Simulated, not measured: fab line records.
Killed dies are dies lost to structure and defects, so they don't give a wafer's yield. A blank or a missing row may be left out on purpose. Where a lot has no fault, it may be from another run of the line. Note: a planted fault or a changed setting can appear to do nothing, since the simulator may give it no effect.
Matching of chambers	flow sky130	3 sister chambers for SKY_CAPM_CVD_00 on pecvd-03
The step deposits SiO2, target thk 15.5 nm. 6 wafers are shown with their chamber, then 9 later ones without.

## WAFERS, EACH WITH ITS CHAMBER
wafer	chamber	heater-power-w (W)	susceptor-temp-C (C)
L079.3	0	668	400.45
L081.3	0	623	400.10
L087.4	1	726	400.10
L089.1	2	718	399.74
L089.2	1	734	400.64
L089.4	2	738	399.90

## WAFERS WHOSE CHAMBER IS MISSING
wafer	heater-power-w (W)	susceptor-temp-C (C)
L090.1	746	400.07
L090.4	745	400.06
L090.6	703	399.83
L095.2	684	400.07
L095.3	761	400.08
L095.6	746	400.09
L097.4	700	399.79
L097.5	741	400.07
L097.6	777	399.88

## WHICH CHAMBER EACH ONE RAN IN
wafer	from the rows above	in truth
L090.1	can't be placed: 2 or 1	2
L090.4	can't be placed: 2 or 1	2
L090.6	can't be placed: 2 or 1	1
L095.2	can't be placed: 0 or 2 or 1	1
L095.3	can't be placed: 1 or 2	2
L095.6	can't be placed: 1 or 2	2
L097.4	can't be placed: 2 or 1 or 0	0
L097.5	can't be placed: 2 or 1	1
L097.6	can't be placed: 2 or 1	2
Correctly placed: 0 of 9. Can't be placed from these rows: 9 (the true chamber is among the candidates in 9). Number placed wrongly: 0.
How it was worked out, from the rows above alone: a wafer's distance from a chamber is the root of the sum, over the readings, of the square of ((its reading less the chamber's mean) divided by the reading's scatter). If the next closest chamber is less than 2 further off than the closest, the wafer can't be placed; otherwise it belongs to the closest. The mean given for a chamber averages the wafers shown for that chamber. The scatter is the square root of a quotient: the sum, over the shown wafers, of each reading's squared deviation from its chamber's mean, divided by wafers minus chambers.
